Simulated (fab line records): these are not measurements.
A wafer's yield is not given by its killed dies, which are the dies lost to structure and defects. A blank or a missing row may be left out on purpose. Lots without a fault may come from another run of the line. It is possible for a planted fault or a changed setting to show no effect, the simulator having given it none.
Which tool did it? | flow sky130 | at 1 step of a route of 708, 7 lots with 21 wafers sampled

== WHAT THE GAUGES READ, wafer by wafer ==
SKY_POLY_GATE_CD_MEAS_13: the cd target is 150 nm.
lot  | measured     | on        | cd_nm (nm)
L488 | day 16 20:33 | cd_sem-01 | 150.4 148.6 150.6
L490 | day 17 17:16 | cd_sem-01 | 147.9 147.8 147.3
L493 | day 19 01:32 | cd_sem-01 | 150.4 149.4 151.3
L497 | day 20 23:19 | cd_sem-01 | 152.3 151.6 149.9
L502 | day 22 07:25 | cd_sem-02 | 148.2 147.5 149.3
L506 | day 23 18:03 | cd_sem-01 | 153.0 152.7 153.5
L508 | day 24 04:09 | cd_sem-01 | 148.2 149.4 150.0

== EACH LOT AND THE TOOL THAT RAN IT (in order: tool; ch and the chambers of the sampled wafers; start) ==
The record holds no process step before these readings.

== THE ANSWER, worked out from the rows above alone ==
Rule: usual is defined by the lots themselves. The widest of any qualifying gaps counts: lots, ordered by their means at a reading, are off when they make up no more than a third of the lots, leave a main group of 4 or more, and stand apart from it by 3 or more times the standard deviation of that group's means. The tables above print the reading to a certain number of digits; a main group whose means all agree to those digits is not used. Also off: a lot with no number at a reading for which 4 or more lots have one. Where the step has rows for the other lots, those lots are counted as sound.
Nothing can be told from this: no lot is off at any reading shown.

== WHAT THE SIMULATOR HAD INSERTED ==
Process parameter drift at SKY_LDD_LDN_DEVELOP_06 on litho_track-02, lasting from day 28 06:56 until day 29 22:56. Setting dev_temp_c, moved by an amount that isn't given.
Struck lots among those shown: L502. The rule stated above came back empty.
